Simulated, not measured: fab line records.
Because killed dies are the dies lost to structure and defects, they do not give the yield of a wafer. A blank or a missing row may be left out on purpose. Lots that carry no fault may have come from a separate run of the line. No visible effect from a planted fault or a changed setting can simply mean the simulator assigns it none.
The tool behind it: which one? || flow gf180mcu || 6 lots, 18 wafers sampled, at 1 step of a route of 602

== WHAT THE GAUGES SHOWED, per wafer ==
GF_MVPSD_OVL_MEAS_07.
{"lot": "L700", "measured": "day 5 09:05", "on": "overlay-01", "MVPSD_OVL (nm)": "-0.8 -4.0 -2.8"}
{"lot": "L703", "measured": "day 6 00:26", "on": "overlay-01", "MVPSD_OVL (nm)": "-1.9 -0.2 -1.2"}
{"lot": "L707", "measured": "day 7 04:48", "on": "overlay-02", "MVPSD_OVL (nm)": "2.5 1.6 -0.1"}
{"lot": "L712", "measured": "day 8 06:02", "on": "overlay-01", "MVPSD_OVL (nm)": "0.4 -1.1 -0.7"}
{"lot": "L715", "measured": "day 8 20:38", "on": "overlay-02", "MVPSD_OVL (nm)": "-0.4 -1.7 -1.3"}
{"lot": "L721", "measured": "day 10 08:17", "on": "overlay-01", "MVPSD_OVL (nm)": "-1.1 -1.2 -1.2"}

== WHICH TOOL RAN EACH LOT (tool, then ch and the chambers of the sampled wafers, then the start) ==
No process step before these readings appears in the record.

== THE ANSWER, worked out from the rows above alone ==
Rule: the usual values come from the lots themselves. Put in order of their means at a reading, lots are off if they are a third of the lots or fewer, leave a main group of 4 or more, and stand apart from it by a gap of 3 or more times the standard deviation of the main group's means; of several such gaps the widest counts. If all means in a main group match to the digits the tables above print for the reading, that group is not used. Also off: a lot with no number at a reading for which 4 or more lots have one. The other lots that the step has rows for count as sound.
No lot is off at any reading shown: from this, nothing can be told.

== WHAT HAD BEEN PUT IN BY THE SIMULATOR ==
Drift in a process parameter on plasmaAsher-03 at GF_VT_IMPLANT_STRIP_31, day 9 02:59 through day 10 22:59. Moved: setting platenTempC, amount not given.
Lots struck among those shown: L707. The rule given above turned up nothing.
